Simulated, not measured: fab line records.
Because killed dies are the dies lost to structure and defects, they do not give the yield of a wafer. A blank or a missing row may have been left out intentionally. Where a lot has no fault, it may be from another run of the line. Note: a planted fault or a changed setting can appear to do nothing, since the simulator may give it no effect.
fab line records -- flow sfqLine
record lots=14, wafers=39, lastDay=86
route steps=325 shown I3@144
lots with no fault: from the same line, run without faults
startH: hours from the record's opening day to when the first of the lot's shown wafers began -- waitH: hours from the lot's prior step to this one -- " the same as in the row above -- L1.1+2: a row that stands for several wafers -- - no value, or no start given -- * or withheld: withheld -- < > ~ a bound
route shown NAME@n: a module of which the file shows steps, and the number in the route of the first -- usual: mean/standard deviation taken from wafers without a fault -- same: alike in all rows -- chamber/n: place in a boat -- sites: the reading at each site -- _std_site: standard deviation across them -- _edge_site: inner sites' mean taken away from outer sites' mean -- radiusMm: how far each site lies from the wafer's centre -- mask NAME#n: copy n -- behind: tool/chamber where the wafer was last shaped -- hold: cause of the lot's hold/its duration in hours/its outcome -- device: whichever transistor did not switch (one of n, p or np) -- end of line: the same wafers' tests at the end of the route -- step lacking rows: just its recipe -- killed: count of dies lost to structure and defects at first sort (not the wafer's yield) -- map: the dies of a wafer, with x for killed, . for not killed, _ for no die there
set.NAME: the setting as run; set.NAME@STEP: as run at that earlier step -- model.NAME: the simulator's own value behind a step, which no gauge read
a sample of lots followed through the steps of the route, with each step as a table and each wafer as a row
services: the hour from which a tool's chamber was out of use, counted from the record's first day as startH (under 0 if before that day), plus the number of hours and why
## steps
# step SFQ_TRILAYER_I3_VIA_BARC_OPEN_VIA_ETCH_121
# recipe maskMaterial=PR, chemistry=O2, targetDepthNm=125, target=BARC, sourceW=500, biasW=80, pressureMtorr=30, timeS=41.7
# usual drypumpMotorCurrentA=5.5/0.35, oesProductAu=0.685/0.0045, runLengthS=69.9/0.52
lot.wafer,tool,chamber,startH,waitH,drypumpMotorCurrentA,oesProductAu,rfHoursCounterH,runLengthS
L722.2,rieDiel-01,2,962.50,0.0,5.4,0.680,6,69.7
L722.4,rieDiel-01,1,962.50,0.0,5.6,0.686,3,69.8
L722.6,rieDiel-01,0,962.50,0.0,5.1,0.682,-,69.4
L723.1,rieDiel-04,2,964.98,0.0,5.2,0.685,9,69.9
L723.2,rieDiel-04,3,964.98,0.0,5.4,0.685,8,69.4
L723.4,rieDiel-04,2,964.98,0.0,5.2,0.689,-,69.7
L724.1,rieDiel-04,1,970.38,0.0,5.9,0.687,12,70.0
L724.3,rieDiel-04,3,970.38,0.0,5.4,0.674,8,69.2
L724.6,rieDiel-04,2,970.38,0.0,5.2,0.694,-,70.1
L725.1,rieDiel-03,1,971.58,0.0,4.8,0.692,15,70.6
L725.2,rieDiel-03,0,971.58,0.0,5.9,0.691,6,69.4
L725.5,rieDiel-03,2,971.58,0.0,6.1,0.689,-,70.3
L727.1,rieDiel-03,1,977.58,0.0,4.8,0.681,16,71.0
L727.3,rieDiel-03,3,977.58,0.0,5.1,0.682,1,70.6
L727.5,rieDiel-03,2,977.58,0.0,6.1,0.684,-,70.8
L728.1,rieDiel-01,3,979.98,0.0,5.6,0.683,15,70.0
L728.4,rieDiel-01,0,979.98,0.0,5.1,0.683,4,69.6
L728.6,rieDiel-01,1,979.98,0.0,5.6,0.690,-,70.0
L729.1,rieDiel-03,2,988.98,0.0,6.1,0.691,12,70.8
L729.3,rieDiel-03,0,988.98,0.0,5.8,0.685,7,69.7
L729.4,rieDiel-03,3,988.98,0.0,5.1,0.690,1,71.1
L734.3,rieDiel-03,3,1051.69,0.0,5.1,0.675,3,72.7
L734.5,rieDiel-03,2,1051.69,0.0,6.1,0.677,-,70.4
L736.6,rieDiel-03,1,1055.31,0.0,4.8,0.672,-,72.6
L740.3,rieDiel-04,3,1180.15,0.0,5.4,0.680,12,69.1
L740.4,rieDiel-04,1,1180.15,0.0,6.0,0.688,16,70.0
L740.6,rieDiel-04,3,1180.15,0.0,5.4,0.681,-,69.0
L741.1,rieDiel-04,3,1204.51,0.0,5.4,0.680,13,69.0
L741.2,rieDiel-04,1,1204.51,0.0,6.0,0.685,17,70.2
L741.5,rieDiel-04,0,1204.51,0.0,5.8,0.689,-,70.1
L742.1,rieDiel-01,1,1205.71,0.0,5.5,0.687,7,69.6
L742.2,rieDiel-01,0,1205.71,0.0,5.1,0.680,8,69.7
L742.3,rieDiel-01,2,1205.71,0.0,5.4,0.686,11,69.7
L743.2,rieDiel-01,3,1212.64,0.0,5.6,0.695,0,70.6
L743.4,rieDiel-01,1,1212.64,0.0,5.6,0.680,8,69.5
L743.5,rieDiel-01,1,1212.64,0.0,5.6,0.688,-,69.3
L744.2,rieDiel-01,0,1248.51,0.0,5.1,0.685,9,69.4
L744.3,rieDiel-01,2,1248.51,0.0,5.4,0.688,12,69.8
L744.6,rieDiel-01,0,1248.51,0.0,5.1,0.674,-,69.4
## services
tool,chamber,startH,hours,kind
rieDiel-01,-,946.65,0.4,repair
rieDiel-04,-,948.18,1.1,repair
rieDiel-04,0,951.82,14.4,repair
rieDiel-04,3,973.37,13.9,repair
rieDiel-04,1,977.99,3.0,repair
rieDiel-04,1,1001.93,5.1,repair
rieDiel-01,1,1010.58,5.5,repair
rieDiel-03,2,1064.09,11.7,repair
rieDiel-01,0,1087.08,7.0,repair
rieDiel-03,-,1091.43,0.8,repair
rieDiel-03,0,1099.35,8.3,repair
rieDiel-03,2,1103.77,7.6,repair
rieDiel-03,3,1106.54,2.4,repair
rieDiel-04,0,1108.71,32.3,repair
rieDiel-03,0,1114.30,4.3,repair
rieDiel-01,0,1116.85,2.6,repair
rieDiel-01,2,1132.54,9.9,repair
rieDiel-04,-,1133.78,2.8,pm
rieDiel-03,-,1135.80,0.3,repair
rieDiel-01,2,1158.18,10.2,repair
rieDiel-04,2,1160.62,11.7,repair
rieDiel-04,-,1198.14,0.5,repair
rieDiel-04,0,1224.97,2.6,repair
rieDiel-01,3,1246.04,5.2,repair
## key
firstSign step=SFQ_TRILAYER_I3_VIA_BARC_OPEN_VIA_ETCH_121, reading=runLengthS, direction=up, sigmas=5.2, usual=*, struck=*
effect step=SFQ_TRILAYER_I3_VIA_BARC_OPEN_VIA_ETCH_121, reading=oesProductAu, direction=down, sigmas=2.6, usual=0.685, struck=0.674
metAt SFQ_TRILAYER_I3_VIA_BARC_OPEN_VIA_ETCH_121
struckLots L734,L736
struckWafers L734.3,L736.6
onsetBetween 988.98 1051.69
fault kind=processParameterDrift, tool=rieDiel-03, chamber=-, onsetH=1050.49, steps=SFQ_TRILAYER_I3_VIA_BARC_OPEN_VIA_ETCH_121, channel=timeS, offset=*, shape=step, endH=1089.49, scope=struckWafersOnly, actsIn=*, stated=*
